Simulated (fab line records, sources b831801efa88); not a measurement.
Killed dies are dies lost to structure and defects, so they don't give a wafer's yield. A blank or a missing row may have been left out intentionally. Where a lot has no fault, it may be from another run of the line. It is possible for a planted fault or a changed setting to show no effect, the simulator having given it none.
What tool caused it? || flow gf180mcu || Sampling: 13 lots, 39 wafers, 6 of 602 route steps

## WHAT THE GAUGES READ, wafer by wafer
GF_STI_THK_MEAS_04. Usual: STI_CVD_03_THK typically reads 206.6 nm, with standard deviation 1.5.
{"lot": "L454", "measured": "day 1 14:23", "on": "film-metro-02", "STI_CVD_03_THK (nm)": "203.1 204.5 205.1", "flag": ""}
{"lot": "L455", "measured": "day 1 18:37", "on": "film-metro-01", "STI_CVD_03_THK (nm)": "209.3 208.0 210.4", "flag": ""}
{"lot": "L456", "measured": "day 2 01:19", "on": "film-metro-03", "STI_CVD_03_THK (nm)": "208.7 208.3 208.3", "flag": ""}
{"lot": "L460", "measured": "day 3 01:07", "on": "film-metro-01", "STI_CVD_03_THK (nm)": "206.8 207.3 205.2", "flag": ""}
{"lot": "L461", "measured": "day 3 01:08", "on": "film-metro-02", "STI_CVD_03_THK (nm)": "206.5 206.8 204.7", "flag": ""}
{"lot": "L462", "measured": "day 3 07:22", "on": "film-metro-01", "STI_CVD_03_THK (nm)": "207.6 205.2 204.6", "flag": ""}
{"lot": "L463", "measured": "day 3 11:15", "on": "film-metro-02", "STI_CVD_03_THK (nm)": "206.3 205.7 205.9", "flag": ""}
{"lot": "L465", "measured": "day 3 21:07", "on": "film-metro-01", "STI_CVD_03_THK (nm)": "207.0 206.9 206.6", "flag": ""}
{"lot": "L466", "measured": "day 4 04:03", "on": "film-metro-02", "STI_CVD_03_THK (nm)": "208.6 204.8 204.3", "flag": ""}
{"lot": "L469", "measured": "day 4 17:02", "on": "film-metro-03", "STI_CVD_03_THK (nm)": "208.0 207.1 207.2", "flag": ""}
{"lot": "L470", "measured": "day 4 22:25", "on": "film-metro-02", "STI_CVD_03_THK (nm)": "185.3 185.7 184.6", "flag": "OFF"}
{"lot": "L471", "measured": "day 5 02:37", "on": "film-metro-01", "STI_CVD_03_THK (nm)": "206.7 204.1 205.5", "flag": ""}
{"lot": "L472", "measured": "day 5 08:16", "on": "film-metro-01", "STI_CVD_03_THK (nm)": "206.7 206.6 205.1", "flag": ""}

GF_STI_THK_MEAS_30. Usual: STI_OXIDATION_02_THK typically reads 9.98 nm, with standard deviation 0.17.
{"lot": "L454", "measured": "day 2 08:55", "on": "film-metro-01", "STI_OXIDATION_02_THK (nm)": "9.79 9.60 9.88", "flag": ""}
{"lot": "L455", "measured": "day 2 18:16", "on": "film-metro-02", "STI_OXIDATION_02_THK (nm)": "9.80 9.92 9.90", "flag": ""}
{"lot": "L456", "measured": "day 3 03:24", "on": "film-metro-01", "STI_OXIDATION_02_THK (nm)": "9.75 9.84 9.83", "flag": ""}
{"lot": "L460", "measured": "day 3 19:02", "on": "film-metro-03", "STI_OXIDATION_02_THK (nm)": "10.03 10.00 9.91", "flag": ""}
{"lot": "L461", "measured": "day 4 00:52", "on": "film-metro-01", "STI_OXIDATION_02_THK (nm)": "9.83 10.13 9.97", "flag": ""}
{"lot": "L462", "measured": "day 4 02:16", "on": "film-metro-01", "STI_OXIDATION_02_THK (nm)": "9.70 9.87 9.81", "flag": ""}
{"lot": "L463", "measured": "day 4 06:20", "on": "film-metro-02", "STI_OXIDATION_02_THK (nm)": "9.82 9.94 9.97", "flag": ""}
{"lot": "L465", "measured": "day 4 15:17", "on": "film-metro-02", "STI_OXIDATION_02_THK (nm)": "10.13 10.05 10.05", "flag": ""}
{"lot": "L466", "measured": "day 4 22:42", "on": "film-metro-02", "STI_OXIDATION_02_THK (nm)": "9.89 9.86 10.15", "flag": ""}
{"lot": "L469", "measured": "day 5 12:05", "on": "film-metro-03", "STI_OXIDATION_02_THK (nm)": "10.25 9.96 10.06", "flag": ""}
{"lot": "L470", "measured": "day 5 18:28", "on": "film-metro-01", "STI_OXIDATION_02_THK (nm)": "10.15 10.51 10.25", "flag": ""}
{"lot": "L471", "measured": "day 5 21:21", "on": "film-metro-03", "STI_OXIDATION_02_THK (nm)": "9.95 9.95 9.88", "flag": ""}
{"lot": "L472", "measured": "day 6 05:11", "on": "film-metro-01", "STI_OXIDATION_02_THK (nm)": "9.80 9.63 9.72", "flag": ""}

GF_HV_LDD_OVL_MEAS_20. Usual: HV_LDD_01_OVL typically reads -0.5 nm, with standard deviation 1.3.
{"lot": "L454", "measured": "day 10 21:43", "on": "overlay-01", "HV_LDD_01_OVL (nm)": "0.2 -0.8 2.1", "flag": ""}
{"lot": "L455", "measured": "day 11 13:35", "on": "overlay-01", "HV_LDD_01_OVL (nm)": "-2.5 -2.8 -1.5", "flag": ""}
{"lot": "L456", "measured": "day 12 05:46", "on": "overlay-01", "HV_LDD_01_OVL (nm)": "-1.9 -3.0 -3.0", "flag": ""}
{"lot": "L460", "measured": "day 13 04:50", "on": "overlay-02", "HV_LDD_01_OVL (nm)": "1.1 1.0 1.4", "flag": ""}
{"lot": "L461", "measured": "day 13 20:11", "on": "overlay-02", "HV_LDD_01_OVL (nm)": "-1.6 -0.5 -1.1", "flag": ""}
{"lot": "L462", "measured": "day 13 21:26", "on": "overlay-02", "HV_LDD_01_OVL (nm)": "1.3 -0.4 -0.1", "flag": ""}
{"lot": "L463", "measured": "day 13 23:27", "on": "overlay-02", "HV_LDD_01_OVL (nm)": "1.3 0.0 1.0", "flag": ""}
{"lot": "L465", "measured": "day 14 07:50", "on": "overlay-01", "HV_LDD_01_OVL (nm)": "-0.3 -0.5 -0.2", "flag": ""}
{"lot": "L466", "measured": "day 14 23:05", "on": "overlay-02", "HV_LDD_01_OVL (nm)": "1.4 -1.5 -1.7", "flag": ""}
{"lot": "L469", "measured": "day 15 21:02", "on": "overlay-01", "HV_LDD_01_OVL (nm)": "1.0 1.2 -1.5", "flag": ""}
{"lot": "L470", "measured": "day 16 05:25", "on": "overlay-01", "HV_LDD_01_OVL (nm)": "0.1 0.3 -1.2", "flag": ""}
{"lot": "L471", "measured": "day 16 06:47", "on": "overlay-02", "HV_LDD_01_OVL (nm)": "2.1 2.0 1.1", "flag": ""}
{"lot": "L472", "measured": "day 17 00:08", "on": "overlay-01", "HV_LDD_01_OVL (nm)": "-0.6 0.1 -1.5", "flag": ""}

GF_HV_LDD_THK_MEAS_57. Usual: HV_LDD_CVD_56_THK typically reads 90.1 nm, with standard deviation 0.86.
{"lot": "L454", "measured": "day 12 15:47", "on": "film-metro-01", "HV_LDD_CVD_56_THK (nm)": "90.9 90.2 90.1", "flag": ""}
{"lot": "L455", "measured": "day 13 08:55", "on": "film-metro-04", "HV_LDD_CVD_56_THK (nm)": "90.6 90.6 89.3", "flag": ""}
{"lot": "L456", "measured": "day 14 03:10", "on": "film-metro-04", "HV_LDD_CVD_56_THK (nm)": "90.1 90.1 89.5", "flag": ""}
{"lot": "L460", "measured": "day 15 03:24", "on": "film-metro-01", "HV_LDD_CVD_56_THK (nm)": "89.8 91.2 90.2", "flag": ""}
{"lot": "L461", "measured": "day 15 22:50", "on": "film-metro-01", "HV_LDD_CVD_56_THK (nm)": "91.1 90.8 91.7", "flag": ""}
{"lot": "L462", "measured": "day 15 22:53", "on": "film-metro-03", "HV_LDD_CVD_56_THK (nm)": "89.7 89.9 89.4", "flag": ""}
{"lot": "L463", "measured": "day 16 02:17", "on": "film-metro-04", "HV_LDD_CVD_56_THK (nm)": "90.1 89.8 89.6", "flag": ""}
{"lot": "L465", "measured": "day 16 09:23", "on": "film-metro-01", "HV_LDD_CVD_56_THK (nm)": "90.4 91.1 91.2", "flag": ""}
{"lot": "L466", "measured": "day 17 00:04", "on": "film-metro-04", "HV_LDD_CVD_56_THK (nm)": "88.8 88.8 89.5", "flag": ""}
{"lot": "L469", "measured": "day 17 23:10", "on": "film-metro-04", "HV_LDD_CVD_56_THK (nm)": "90.1 90.5 91.2", "flag": ""}
{"lot": "L470", "measured": "day 18 09:09", "on": "film-metro-04", "HV_LDD_CVD_56_THK (nm)": "90.1 90.4 90.6", "flag": ""}
{"lot": "L471", "measured": "day 18 10:35", "on": "film-metro-03", "HV_LDD_CVD_56_THK (nm)": "89.8 90.4 90.7", "flag": ""}
{"lot": "L472", "measured": "day 19 04:32", "on": "film-metro-04", "HV_LDD_CVD_56_THK (nm)": "90.1 89.5 90.1", "flag": ""}

## WHAT TOOL EACH LOT RAN ON (gives the tool, then ch and the chambers of the sampled wafers, and finally the start)
{"lot": "L454", "GF_STI_CVD_03": "lpcvd-02 ch 0, day 1 12:23", "GF_STI_ETCH_13": "rie-diel-04 ch 0,1, day 2 03:02"}
{"lot": "L455", "GF_STI_CVD_03": "lpcvd-01 ch 0, day 1 16:37", "GF_STI_ETCH_13": "rie-diel-04 ch 2,3, day 2 06:19"}
{"lot": "L456", "GF_STI_CVD_03": "lpcvd-01 ch 1, day 1 22:20", "GF_STI_ETCH_13": "rie-diel-04 ch 0,2,3, day 2 13:52"}
{"lot": "L460", "GF_STI_CVD_03": "lpcvd-02 ch 0, day 2 23:07", "GF_STI_ETCH_13": "rie-diel-04 ch 1,2,3, day 3 13:32"}
{"lot": "L461", "GF_STI_CVD_03": "lpcvd-01 ch 1, day 2 23:09", "GF_STI_ETCH_13": "rie-diel-01 ch 0,2,3, day 3 14:05"}
{"lot": "L462", "GF_STI_CVD_03": "lpcvd-01 ch 0, day 3 05:23", "GF_STI_ETCH_13": "rie-diel-04 ch 1,2, day 3 20:41"}
{"lot": "L463", "GF_STI_CVD_03": "lpcvd-02 ch 1, day 3 09:14", "GF_STI_ETCH_13": "rie-diel-04 ch 0,2,3, day 4 00:20"}
{"lot": "L465", "GF_STI_CVD_03": "lpcvd-02 ch 0, day 3 19:08", "GF_STI_ETCH_13": "rie-diel-04 ch 0,2,3, day 4 10:27"}
{"lot": "L466", "GF_STI_CVD_03": "lpcvd-01 ch 1, day 4 02:04", "GF_STI_ETCH_13": "rie-diel-02 ch 1,2,3, day 4 17:29"}
{"lot": "L469", "GF_STI_CVD_03": "lpcvd-01 ch 0, day 4 15:02", "GF_STI_ETCH_13": "rie-diel-02 ch 1,2,3, day 5 07:41"}
{"lot": "L470", "GF_STI_CVD_03": "lpcvd-02 ch 0, day 4 20:26", "GF_STI_ETCH_13": "rie-diel-02 ch 1,2, day 5 13:07"}
{"lot": "L471", "GF_STI_CVD_03": "lpcvd-01 ch 1, day 5 00:37", "GF_STI_ETCH_13": "rie-diel-01 ch 1,2,3, day 5 16:59"}
{"lot": "L472", "GF_STI_CVD_03": "lpcvd-01 ch 1, day 5 06:16", "GF_STI_ETCH_13": "rie-diel-01 ch 0,1,2, day 5 23:26"}
- GF_STI_CVD_03: deposits Si3N4 from DCS/NH3, target thk 207.16 nm, time 3551 s.
- GF_STI_ETCH_13: etches the open film in CHF3/O2, stops on Si, target depth 282.31 nm, time 112.9 s.

## WHAT THE TOOLS THEMSELVES READ (means of the sampled wafers that have a number; where no wafer has one, the mark that the record gives instead)
GF_STI_ETCH_13. Usual: drypump-motor-current-A 5.9 A, standard deviation 0.46; oes-product-au 0.831 a.u., standard deviation 0.0052; throttle-valve-pct 8.810 %, standard deviation 0.0096.
{"lot": "L454", "tool": "rie-diel-04", "drypump-motor-current-A (A)": 6.0, "oes-product-au (a.u.)": 0.828, "throttle-valve-pct (%)": 8.814, "flag": ""}
{"lot": "L455", "tool": "rie-diel-04", "drypump-motor-current-A (A)": 6.1, "oes-product-au (a.u.)": 0.837, "throttle-valve-pct (%)": 8.812, "flag": ""}
{"lot": "L456", "tool": "rie-diel-04", "drypump-motor-current-A (A)": 5.8, "oes-product-au (a.u.)": 0.833, "throttle-valve-pct (%)": 8.814, "flag": ""}
{"lot": "L460", "tool": "rie-diel-04", "drypump-motor-current-A (A)": 5.9, "oes-product-au (a.u.)": 0.830, "throttle-valve-pct (%)": 8.802, "flag": ""}
{"lot": "L461", "tool": "rie-diel-01", "drypump-motor-current-A (A)": 6.0, "oes-product-au (a.u.)": 0.830, "throttle-valve-pct (%)": 8.802, "flag": ""}
{"lot": "L462", "tool": "rie-diel-04", "drypump-motor-current-A (A)": 5.8, "oes-product-au (a.u.)": 0.829, "throttle-valve-pct (%)": 8.808, "flag": ""}
{"lot": "L463", "tool": "rie-diel-04", "drypump-motor-current-A (A)": 5.8, "oes-product-au (a.u.)": 0.826, "throttle-valve-pct (%)": 8.807, "flag": ""}
{"lot": "L465", "tool": "rie-diel-04", "drypump-motor-current-A (A)": 5.8, "oes-product-au (a.u.)": 0.834, "throttle-valve-pct (%)": 8.808, "flag": ""}
{"lot": "L466", "tool": "rie-diel-02", "drypump-motor-current-A (A)": 5.5, "oes-product-au (a.u.)": 0.832, "throttle-valve-pct (%)": 8.802, "flag": ""}
{"lot": "L469", "tool": "rie-diel-02", "drypump-motor-current-A (A)": 5.5, "oes-product-au (a.u.)": 0.834, "throttle-valve-pct (%)": 8.814, "flag": ""}
{"lot": "L470", "tool": "rie-diel-02", "drypump-motor-current-A (A)": 5.6, "oes-product-au (a.u.)": 0.784, "throttle-valve-pct (%)": 8.795, "flag": "OFF"}
{"lot": "L471", "tool": "rie-diel-01", "drypump-motor-current-A (A)": 6.2, "oes-product-au (a.u.)": 0.829, "throttle-valve-pct (%)": 8.805, "flag": ""}
{"lot": "L472", "tool": "rie-diel-01", "drypump-motor-current-A (A)": 6.0, "oes-product-au (a.u.)": 0.829, "throttle-valve-pct (%)": 8.806, "flag": ""}

## THE ANSWER, worked out from the rows above alone
Rule: a lot is off if the mean of its wafers that have a number lies more than 3 standard deviations from the usual mean. Also off: a lot with no number at a reading for which 4 or more lots have one. Where the step has rows for the other lots, those lots are counted as sound. After the gauges, taken in route order, come the tools' own readings; for these a lot's mean is taken, as printed above. At the first step where some lot is off, the reading lying furthest off is the one used; lots without a number count as furthest.
Off: L470, seen at GF_STI_THK_MEAS_04 (STI_CVD_03_THK).
If a tool, at a process step before that reading, ran all the lots that are off and no sound lot after the first of them, it fits. Not tried: the gauges at GF_STI_THK_MEAS_04; whatever is off there is also off at GF_STI_ETCH_13, on other tools, and gauge error can't account for it. One candidate fits, namely lpcvd-02 at GF_STI_CVD_03. A fault onset in the window from L465 (day 3 19:08, its last sound lot) to L470 (day 4 20:26, its first lot off) fits.

## WHAT THE SIMULATOR PUT IN
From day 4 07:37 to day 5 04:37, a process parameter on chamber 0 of lpcvd-02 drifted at GF_STI_CVD_03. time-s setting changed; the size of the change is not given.
Shown lots that were struck: L470. This agrees with what the rule above found.
